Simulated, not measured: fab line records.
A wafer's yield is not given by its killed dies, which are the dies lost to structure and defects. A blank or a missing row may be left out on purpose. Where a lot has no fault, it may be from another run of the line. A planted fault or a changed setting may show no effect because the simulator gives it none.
Problem report, 8D (eight disciplines) form, completed by code || flow sky130 || the parts of the form that need people (team, actions taken, sign-off) are left out

== 1. WHAT WENT WRONG ==
Mean of beam_energy_keV at SKY_LDD_P_IMPLANT_09: 26.492 across 6 wafers in 2 lots; on wafers with no fault it is 25.001 (standard deviation 0.008). So: +99 or more standard deviations from the usual mean.
Seen first at day 25 12:56 on implanter-01, wafer L905.1. Wafers with a number at this step in the record: 18, from 6 lots. The rule behind "out" and "out of limits": a value lying over 4 standard deviations away from the usual mean. The other wafers with a number count as sound.

== 2. WHAT THIS IS AND IS NOT ==
{"question": "which readings at this step", "is": "beam_energy_keV", "is not": "-"}
{"question": "which lots", "is": "L905, L906", "is not": "L895, L900, L910, L911"}
{"question": "which wafers of those lots", "is": "all that have a number", "is not": "-"}
{"question": "read on which tools", "is": "implanter-01", "is not": "implanter-03, implanter-04"}
{"question": "when", "is": "from day 25 12:56", "is not": "up to then (6 sound wafers); but 6 sound wafers of L910, L911 came after"}

== 3. THE SUSPECTS, EACH WITH WHAT RULES IT OUT ==
Counting: a tool stays on the suspect list if, at a process step up to the reading, it processed all lots that are out and no sound lot following the first of them.
- implanter-01 at SKY_LDD_P_IMPLANT_09: kept. All lots that are out passed through it, beginning with L905 at day 25 12:56, and no sound lot followed; its final sound lot before that point was L895 at day 21 01:55. Out on those wafers are its own readings of beam_energy_keV.
Left after counting: implanter-01 at SKY_LDD_P_IMPLANT_09.

== 4. THE CAUSE (what the simulator had put in) ==
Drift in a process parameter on implanter-01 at SKY_LDD_P_IMPLANT_09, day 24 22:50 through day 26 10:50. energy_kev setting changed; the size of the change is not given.
After counting, this tool was the only one left.

== 5. SEQUENCE OF EFFECTS, ordered by route ==
Rows list readings where the struck wafers' mean (over those with a number) sits beyond 3 standard deviations from the usual. Readings are gone through only where the record gives a usual standard deviation; hours: the median, over the lots, of the time from a lot's start at the first step in this table giving one to that lot's start at this step; sigmas: the change measured in usual standard deviations.
{"hours": 0, "step": "SKY_LDD_P_IMPLANT_09", "reading": "beam_energy_keV", "usual": 25.001, "on struck wafers": 26.492, "change": "+1.491", "sigmas": "+99 or more"}
It contains these process steps:
- SKY_LDD_P_IMPLANT_09

== 6. HOW IT WOULD HAVE BEEN CAUGHT EARLIER ==
The fault began at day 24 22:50; the first out-of-limits reading in this record came at day 25 12:56, 14 hours later.
